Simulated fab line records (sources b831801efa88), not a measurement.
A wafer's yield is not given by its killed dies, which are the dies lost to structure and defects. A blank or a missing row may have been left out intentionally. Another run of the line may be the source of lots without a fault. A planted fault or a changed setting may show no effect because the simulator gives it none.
Which tool did it? | flow sky130 | 12 lots with 36 wafers sampled at 3 steps, on a route of 708 steps

WHAT THE GAUGES READ, wafer by wafer
SKY_CONTACT_THK_MEAS_03. Usual: CONTACT_HDPCVD_THK typically reads 567 nm, with standard deviation 5.9.
lot  | measured     | on            | CONTACT_HDPCVD_THK (nm) | flag
L297 | day 30 07:13 | film-metro-03 | 563 557 571             |
L299 | day 30 21:07 | film-metro-04 | 568 563 563             |
L300 | day 31 05:38 | film-metro-04 | 561 564 558             |
L301 | day 31 15:45 | film-metro-01 | 570 576 575             |
L302 | day 32 02:49 | film-metro-03 | 564 571 570             |
L303 | day 32 04:09 | film-metro-04 | 557 566 567             |
L312 | day 35 12:11 | film-metro-04 | 572 569 572             |
L315 | day 36 02:47 | film-metro-04 | 569 569 569             |
L316 | day 37 01:39 | film-metro-04 | 555 566 572             |
L318 | day 37 02:58 | film-metro-04 | 572 577 569             |
L319 | day 37 09:12 | film-metro-03 | 580 568 575             |
L320 | day 37 15:08 | film-metro-01 | 567 556 566             |

EACH LOT AND THE TOOL THAT RAN IT (in order: tool; ch and the chambers of the sampled wafers; start)
lot  | SKY_POLY_GATE_ETCH_16              | SKY_POLY_GATE_STRIP_18
L297 | rie-diel-03 ch 1,3, day 16 06:09   | plasma-asher-03 ch 0,1, day 16 06:18
L299 | rie-diel-03 ch 1,3, day 16 19:46   | plasma-asher-01 ch 0,1, day 16 19:55
L300 | rie-diel-04 ch 2,3, day 17 10:14   | plasma-asher-03 ch 0,1, day 17 10:23
L301 | rie-diel-04 ch 0,2, day 17 17:34   | plasma-asher-03 ch 0,1, day 17 17:45
L302 | rie-diel-01 ch 0,2,3, day 18 05:59 | plasma-asher-02 ch 0,1, day 18 06:08
L303 | rie-diel-04 ch 0,1, day 18 09:00   | plasma-asher-03 ch 0,1, day 18 09:09
L312 | rie-diel-01 ch 0,1,2, day 22 05:12 | plasma-asher-02 ch 0,1, day 22 05:21
L315 | rie-diel-04 ch 0,1,3, day 22 20:15 | plasma-asher-01 ch 0,1, day 22 20:24
L316 | rie-diel-03 ch 1,2,3, day 23 23:22 | plasma-asher-02 ch 0,1, day 23 23:35
L318 | rie-diel-04 ch 2,3, day 24 01:32   | plasma-asher-02 ch 0,1, day 24 01:43
L319 | rie-diel-01 ch 0,1,2, day 24 10:27 | plasma-asher-01 ch 0,1, day 24 10:35
L320 | rie-diel-03 ch 0,2,3, day 24 14:28 | plasma-asher-03 ch 0,1, day 24 14:39
- SKY_POLY_GATE_ETCH_16: etches Si3N4 in CH3F/O2, stops on poly-Si, time 147.5 s, target depth 75 nm.
- SKY_POLY_GATE_STRIP_18: strips in O2/N2.

AS READ BY THE TOOLS THEMSELVES (means over the sampled wafers that have a number; for cases with no such wafer, the mark the record gives instead)
SKY_POLY_GATE_ETCH_16. Usual: bias-w 80.00 W, standard deviation 0.23; drypump-motor-current-A 5.7 A, standard deviation 0.55; oes-product-au 0.638 a.u., standard deviation 0.0051; throttle-valve-pct 10.536 %, standard deviation 0.0092.
lot  | tool        | bias-w (W) | drypump-motor-current-A (A) | oes-product-au (a.u.) | throttle-valve-pct (%) | flag
L297 | rie-diel-03 | 79.96      | 6.3                         | 0.638                 | 10.544                 |
L299 | rie-diel-03 | 79.85      | 6.3                         | 0.632                 | 10.541                 |
L300 | rie-diel-04 | 79.99      | 5.1                         | 0.639                 | 10.535                 |
L301 | rie-diel-04 | 80.08      | 5.5                         | 0.635                 | 10.538                 |
L302 | rie-diel-01 | 80.12      | 5.2                         | 0.633                 | 10.539                 |
L303 | rie-diel-04 | 79.81      | 5.7                         | 0.635                 | 10.545                 |
L312 | rie-diel-01 | 92.33      | 5.7                         | 0.643                 | 10.534                 | OFF
L315 | rie-diel-04 | 79.99      | 5.5                         | 0.633                 | 10.532                 |
L316 | rie-diel-03 | 80.04      | 6.3                         | 0.637                 | 10.539                 |
L318 | rie-diel-04 | 80.22      | 5.1                         | 0.636                 | 10.528                 |
L319 | rie-diel-01 | 79.92      | 5.7                         | 0.634                 | 10.543                 |
L320 | rie-diel-03 | 79.79      | 6.0                         | 0.634                 | 10.537                 |

SKY_POLY_GATE_STRIP_18. Usual: drypump-motor-current-A 5.7 A, standard deviation 0.34; oes-product-au 0.361 a.u., standard deviation 0.0048; strip-time-to-endpoint-s 3.19 s, standard deviation 0.038.
lot  | tool            | drypump-motor-current-A (A) | oes-product-au (a.u.) | strip-time-to-endpoint-s (s) | flag
L297 | plasma-asher-03 | 5.7                         | 0.364                 | 3.19                         |
L299 | plasma-asher-01 | 5.6                         | 0.369                 | 3.23                         |
L300 | plasma-asher-03 | 5.7                         | 0.362                 | 3.24                         |
L301 | plasma-asher-03 | 5.7                         | 0.360                 | 3.19                         |
L302 | plasma-asher-02 | 5.9                         | 0.356                 | 3.12                         |
L303 | plasma-asher-03 | 5.7                         | 0.361                 | 3.19                         |
L312 | plasma-asher-02 | 5.9                         | 0.358                 | 3.12                         |
L315 | plasma-asher-01 | 5.4                         | 0.358                 | 3.20                         |
L316 | plasma-asher-02 | 5.7                         | 0.362                 | 3.20                         |
L318 | plasma-asher-02 | 5.9                         | 0.358                 | 3.23                         |
L319 | plasma-asher-01 | 5.6                         | 0.355                 | 3.16                         |
L320 | plasma-asher-03 | 5.7                         | 0.365                 | 3.23                         |

THE ANSWER, worked out from the rows above alone
Rule: take the mean of a lot's wafers that have a number; if it is more than 3 standard deviations from the usual mean, the lot is off. A lot without any number at a reading at which 4 lots or more have one is off too. All remaining lots with rows at the step are treated as sound. Order of review: gauges by route order, followed by the tools' own readings, for which a lot's mean as printed above is used. The first step at which some lot is off is used, and at that step the reading that is off furthest; a lot without a number counts as furthest.
Off: L312, at SKY_POLY_GATE_ETCH_16 (bias-w).
A tool fits if, at that step or a process step before it, it ran every lot that is off, and no sound lot after the first of them. None of those tried fits.

WHAT THE SIMULATOR PUT IN
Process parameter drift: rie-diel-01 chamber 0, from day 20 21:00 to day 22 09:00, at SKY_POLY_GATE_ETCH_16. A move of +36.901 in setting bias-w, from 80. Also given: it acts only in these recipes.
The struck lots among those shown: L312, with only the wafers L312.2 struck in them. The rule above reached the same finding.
